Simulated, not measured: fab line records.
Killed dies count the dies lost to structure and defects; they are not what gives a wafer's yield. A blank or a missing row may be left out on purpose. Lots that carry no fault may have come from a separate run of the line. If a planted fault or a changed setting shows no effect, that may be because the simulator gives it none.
fab line records -- flow sky130 -- part 2 of 2: steps 33 to 46 of 46
[record] lots = 5, wafers = 15, last-day = 50
route steps=708 shown POLY_GATE@235 LDD_N@237 LDD_P@255 LDD_HVN@267 LDD_HVP@278
lots untouched by any fault: they come from a run of this same line in which no faults occurred
start-h: the number of hours between the record's first day and the start of the first shown wafer of the lot -- wait-h: hours since the lot's step before -- " identical to the entry in the row above -- L1.1+2: one row covering several wafers at once -- - either no value or no given start -- * or withheld: withheld -- < > ~ a bound
route shown NAME@n: names a module that has steps shown in the file, with the first one's number in the route -- usual: mean/standard deviation taken from wafers without a fault -- same: alike in all rows -- chamber/n: place in a boat -- sites: each site's reading -- _std_site: standard deviation of those values -- _edge_site: the outer-site mean with the inner-site mean subtracted -- radius-mm: for every site, how far away it sits from the centre of the wafer -- mask NAME#n: copy n -- behind: the most recent tool/chamber to have shaped the wafer -- hold: what put the lot on hold/how long, in hours/how the hold closed -- device: transistor that didn't switch, given as n, p or np -- end of line: tests run on the same wafers once the route is complete -- a step without rows: its recipe alone -- killed: dies that structure and defects cost at the first sort, which is not the same as the wafer's yield -- map: dies across one wafer; x = killed, . = not, _ = none there
set.NAME: setting as actually run; set.NAME@STEP: the setting as run at that earlier step -- model.NAME: the simulator's own value behind a step, which no gauge read
lots at some steps of the route; a table a step, a row a wafer
services: the hour from which a tool's chamber was out of use, counted from the record's first day as start-h (under 0 if before that day), plus the number of hours and why
[[steps]]
[step SKY_LDD_HVN_DEHYDRATE_00]
[recipe] temp-c = 200, time-s = 60
lot.wafer,tool,chamber,start-h,wait-h
L076.1+4+6,litho-track-02,0,471.89,14.8
L083.2+3+6,litho-track-04,0,526.43,14.8
L095.1+3+4,litho-track-02,0,626.69,14.2
L096.3+4+6,litho-track-04,0,638.66,13.5
L097.1+4+6,litho-track-02,0,642.39,13.5
[step SKY_LDD_HVN_HMDS_01]
[recipe] prime-time-s = 60, prime-temp-c = 120
lot.wafer,tool,chamber,start-h,wait-h
L076.1+4+6,litho-track-02,0,472.04,0.1
L083.2+3+6,litho-track-04,0,526.58,0.1
L095.1+3+4,litho-track-02,0,626.84,0.1
L096.3+4+6,litho-track-04,0,638.81,0.1
L097.1+4+6,litho-track-02,0,642.54,0.1
[step SKY_LDD_HVN_COAT_02]
[recipe] resist = NOVOLAK, spin-rpm = 3000, resist-thk-nm = 300
lot.wafer,tool,chamber,start-h,wait-h
L076.1+4+6,litho-track-02,0,472.19,0.1
L083.2+3+6,litho-track-04,0,526.73,0.1
L095.1+3+4,litho-track-02,0,626.99,0.1
L096.3+4+6,litho-track-04,0,638.96,0.1
L097.1+4+6,litho-track-02,0,642.69,0.1
[step SKY_LDD_HVN_SOFTBAKE_03]
[recipe] temp-c = 90, time-s = 60, resist = NOVOLAK
lot.wafer,tool,chamber,start-h,wait-h
L076.1+4+6,litho-track-02,0,472.34,0.1
L083.2+3+6,litho-track-04,0,526.88,0.1
L095.1+3+4,litho-track-02,0,627.14,0.1
L096.3+4+6,litho-track-04,0,639.11,0.1
L097.1+4+6,litho-track-02,0,642.84,0.1
[step SKY_LDD_HVN_EXPOSE_04]
[recipe] mask-id = HVNTM, na = 0.6, source-shape = conventional, sigma-outer = 0.6, polarization = unpolarized, target-cd-nm = 700, dose-mj = 127
lot.wafer,tool,chamber,start-h,wait-h,mask
L076.1+4+6,iline-stepper-02,0,-,-,HVNTM#0
L083.2+3+6,iline-stepper-01,0,-,-,HVNTM#0
L095.1+3+4,iline-stepper-01,0,-,-,HVNTM#0
L096.3+4+6,iline-stepper-01,0,-,-,HVNTM#0
L097.1+4+6,iline-stepper-02,0,-,-,HVNTM#0
[step SKY_LDD_HVN_PEB_05]
[recipe] temp-c = withheld, time-s = *, resist = NOVOLAK
lot.wafer,tool,chamber,start-h,wait-h
L076.1+4+6,litho-track-01,0,-,-
L083.2+3+6,litho-track-04,0,-,-
L095.1+3+4,litho-track-01,0,-,-
L096.3+4+6,litho-track-04,0,-,-
L097.1+4+6,litho-track-01,0,-,-
[step SKY_LDD_HVN_DEVELOP_06]
[recipe] resist = NOVOLAK, developer = TMAH, develop-time-s = 60, dev-temp-c = 23
lot.wafer,tool,chamber,start-h,wait-h
L076.1+4+6,litho-track-01,0,488.11,0.1
L083.2+3+6,litho-track-04,0,541.48,0.1
L095.1+3+4,litho-track-01,0,640.86,0.1
L096.3+4+6,litho-track-04,0,652.61,0.1
L097.1+4+6,litho-track-01,0,656.56,0.1
[step SKY_LDD_HVN_OVL_MEAS_07]
[usual] LDD_HVN_OVL = -0.5/1.2
lot.wafer,tool,chamber,start-h,wait-h,LDD_HVN_OVL[nm]
L076.1,overlay-02,-,488.26,0.1,-0.8
L076.4,overlay-02,-,488.26,0.1,-0.8
L076.6,overlay-02,-,488.26,0.1,-2.1
L083.2,overlay-02,-,541.61,0.1,-3.4
L083.3,overlay-02,-,541.61,0.1,-1.8
L083.6,overlay-02,-,541.61,0.1,-0.1
L095.1,overlay-01,-,641.01,0.1,-0.8
L095.3,overlay-01,-,641.01,0.1,-1.7
L095.4,overlay-01,-,641.01,0.1,-0.8
L096.3,overlay-02,-,652.72,0.1,-1.2
L096.4,overlay-02,-,652.72,0.1,-0.2
L096.6,overlay-02,-,652.72,0.1,-0.4
L097.1,overlay-01,-,656.71,0.1,0.1
L097.4,overlay-01,-,656.71,0.1,-0.6
L097.6,overlay-01,-,656.71,0.1,0.3
[step SKY_LDD_HVN_IMPLANT_08]
[recipe] species = P, energy-kev = 60, dose-cm2 = 3e+13, tilt-deg = 40
[usual] beam-on-s = 10.00/0.2
[same] implant-ion-amu = 31
lot.wafer,tool,chamber,start-h,wait-h,beam-on-s
L076.1,implanter-01,0,488.29,0.0,10.00
L076.4,implanter-01,0,488.29,0.0,9.68
L076.6,implanter-01,0,488.29,0.0,10.05
L083.2,implanter-03,0,541.67,0.0,10.30
L083.3,implanter-03,0,541.67,0.0,9.70
L083.6,implanter-03,0,541.67,0.0,10.22
L095.1,implanter-03,0,641.04,0.0,10.05
L095.3,implanter-03,0,641.04,0.0,10.01
L095.4,implanter-03,0,641.04,0.0,9.92
L096.3,implanter-03,0,652.79,0.1,9.85
L096.4,implanter-03,0,652.79,0.1,9.84
L096.6,implanter-03,0,652.79,0.1,10.04
L097.1,implanter-01,0,656.74,0.0,9.95
L097.4,implanter-01,0,656.74,0.0,10.03
L097.6,implanter-01,0,656.74,0.0,9.88
[step SKY_LDD_HVN_STRIP_09]
[recipe] chemistry = O2/N2, power-w = 1400, pressure-mtorr = 1500, platen-temp-c = withheld, o2-flow-sccm = 3000, n2-flow-sccm = 300, overash-fraction = 0.5
[usual] drypump-motor-current-A = 5.7/0.55, oes-product-au = 0.408/0.0049, strip-time-to-endpoint-s = 4.137/0.015
lot.wafer,tool,chamber,start-h,wait-h,drypump-motor-current-A,oes-product-au,rf-hours-counter-h,strip-time-to-endpoint-s
L076.1,plasma-asher-03,0,488.44,0.1,5.2,0.408,34,4.110
L076.4,plasma-asher-03,0,488.44,0.1,5.2,0.404,-,4.138
L076.6,plasma-asher-03,1,488.44,0.1,6.6,0.410,-,4.111
L083.2,plasma-asher-03,0,541.79,0.1,5.2,0.397,40,4.154
L083.3,plasma-asher-03,1,541.79,0.1,6.5,0.407,-,4.149
L083.6,plasma-asher-03,0,541.79,0.1,5.2,0.409,-,4.156
L095.1,plasma-asher-04,1,641.19,0.1,5.2,0.409,85,4.127
L095.3,plasma-asher-04,0,641.19,0.1,6.1,0.415,-,4.137
L095.4,plasma-asher-04,1,641.19,0.1,5.2,0.405,-,4.137
L096.3,plasma-asher-04,0,652.93,0.1,6.1,0.403,-,4.106
L096.4,plasma-asher-04,1,652.93,0.1,5.2,0.405,-,4.130
L096.6,plasma-asher-04,0,652.93,0.1,6.1,0.403,-,4.112
L097.1,plasma-asher-02,1,656.89,0.1,5.1,0.416,22,4.156
L097.4,plasma-asher-02,1,656.89,0.1,5.1,0.405,-,4.146
L097.6,plasma-asher-02,0,656.89,0.1,6.0,0.410,-,4.147
[step SKY_LDD_HVN_TW_MEAS_10]
[usual] LDD_HVN_TW = 1422/11
lot.wafer,tool,chamber,start-h,wait-h,LDD_HVN_TW
L076.1,film-metro-03,-,488.54,0.1,1405
L076.4,film-metro-03,-,488.54,0.1,1410
L076.6,film-metro-03,-,488.54,0.1,1407
L083.2,film-metro-03,-,541.90,0.1,1411
L083.3,film-metro-03,-,541.90,0.1,1410
L083.6,film-metro-03,-,541.90,0.1,1407
L095.1,film-metro-03,-,641.29,0.1,1399
L095.3,film-metro-03,-,641.29,0.1,1405
L095.4,film-metro-03,-,641.29,0.1,1404
L096.3,film-metro-03,-,653.01,0.1,1414
L096.4,film-metro-03,-,653.01,0.1,1407
L096.6,film-metro-03,-,653.01,0.1,1394
L097.1,film-metro-02,-,656.99,0.1,1428
L097.4,film-metro-02,-,656.99,0.1,1430
L097.6,film-metro-02,-,656.99,0.1,1428
[step SKY_LDD_HVP_DEHYDRATE_00]
[recipe] temp-c = 200, time-s = 60
lot.wafer,tool,chamber,start-h,wait-h
L076.1+4+6,litho-track-03,0,503.03,14.5
L083.2+3+6,litho-track-03,0,556.20,14.3
L095.1+3+4,litho-track-02,0,654.74,13.4
L096.3+4+6,litho-track-03,0,665.98,13.0
L097.1+4+6,litho-track-03,0,670.33,13.3
[step SKY_LDD_HVP_HMDS_01]
[recipe] prime-time-s = 60, prime-temp-c = 120
lot.wafer,tool,chamber,start-h,wait-h
L076.1+4+6,litho-track-03,0,503.18,0.1
L083.2+3+6,litho-track-03,0,556.35,0.1
L095.1+3+4,litho-track-02,0,654.89,0.1
L096.3+4+6,litho-track-03,0,666.13,0.1
L097.1+4+6,litho-track-03,0,670.48,0.1
[step SKY_LDD_HVP_COAT_02]
[recipe] resist = NOVOLAK, spin-rpm = 3000, resist-thk-nm = 300
lot.wafer,tool,chamber,start-h,wait-h
L076.1+4+6,litho-track-03,0,503.33,0.1
L083.2+3+6,litho-track-03,0,556.50,0.1
L095.1+3+4,litho-track-02,0,655.04,0.1
L096.3+4+6,litho-track-03,0,666.28,0.1
L097.1+4+6,litho-track-03,0,670.63,0.1
[[services]]
tool,chamber,start-h,hours,kind
implanter-02,-,392.49,4.1,repair
implanter-03,-,396.57,4.8,repair
plasma-asher-01,-,418.07,4.5,repair
iline-stepper-01,-,433.33,0.6,repair
implanter-01,-,443.23,0.7,repair
implanter-02,-,451.94,3.5,repair
implanter-03,-,453.07,2.7,repair
implanter-03,-,458.64,1.1,repair
implanter-02,-,467.90,3.0,repair
implanter-01,-,469.86,2.3,repair
iline-stepper-01,-,474.02,1.7,pm
implanter-04,-,487.46,12.6,pm
iline-stepper-02,-,499.30,1.7,pm
implanter-01,-,500.31,5.0,pm
plasma-asher-04,-,512.30,10.2,repair
implanter-01,-,513.53,5.1,repair
iline-stepper-02,-,523.04,9.7,repair
implanter-02,-,553.32,4.7,pm
plasma-asher-04,-,583.52,2.7,repair
implanter-02,-,605.04,1.2,repair
implanter-01,-,640.85,3.8,repair
iline-stepper-02,-,660.19,4.4,pm
implanter-03,-,668.08,12.9,pm
implanter-01,-,669.74,2.0,repair
